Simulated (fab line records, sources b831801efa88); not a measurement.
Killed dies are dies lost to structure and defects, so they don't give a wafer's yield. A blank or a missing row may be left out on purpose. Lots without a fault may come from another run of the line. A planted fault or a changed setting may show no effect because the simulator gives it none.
Chamber matching | flow sky130 | SKY_VIA3_CMP_02 on cmp-02: 4 sister chambers
The step polishes SiO2. 8 wafers are shown with their chamber, then 9 later ones without.

WAFERS WITH THEIR CHAMBER
wafer  | chamber | motor_current_A (A)
L077.3 | 3       | 11.3
L083.5 | 0       | 10.7
L084.2 | 0       | 10.6
L084.3 | 2       | 12.0
L084.5 | 1       | 13.0
L085.1 | 1       | 13.7
L085.2 | 2       | 12.3
L085.3 | 3       | 12.9

WAFERS WITHOUT THEIR CHAMBER
wafer  | motor_current_A (A)
L089.1 | 12.3
L089.2 | 13.0
L089.3 | 11.4
L092.1 | 10.6
L092.4 | 13.0
L092.5 | 12.4
L095.2 | 12.5
L095.3 | 14.1
L095.6 | 12.4

WHICH CHAMBER EACH WENT THROUGH
wafer  | from the rows above               | in truth
L089.1 | can't be placed: 2 or 3 or 1      | 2
L089.2 | can't be placed: 1 or 2 or 3      | 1
L089.3 | can't be placed: 3 or 2 or 0 or 1 | 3
L092.1 | 0                                 | 0
L092.4 | can't be placed: 1 or 2 or 3      | 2
L092.5 | can't be placed: 2 or 3 or 1      | 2
L095.2 | can't be placed: 2 or 3 or 1      | 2
L095.3 | can't be placed: 1 or 2 or 3      | 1
L095.6 | can't be placed: 2 or 3 or 1      | 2
Placed correctly: 1 of 9. Can't be placed from these rows: 8 (the true chamber is among the candidates in 8). Placed wrongly: 0.
How it was worked out, from the rows above alone: a wafer's distance from a chamber is the root of the sum, over the readings, of the square of ((its reading less the chamber's mean) divided by the reading's scatter). The wafer belongs to the nearest chamber; if the next one is less than 2 further off, it can't be placed. A chamber's mean is the mean of its shown wafers. The scatter: the root of (the sum of the squares of (reading less its chamber's mean) over the shown wafers, divided by (wafers less chambers)).
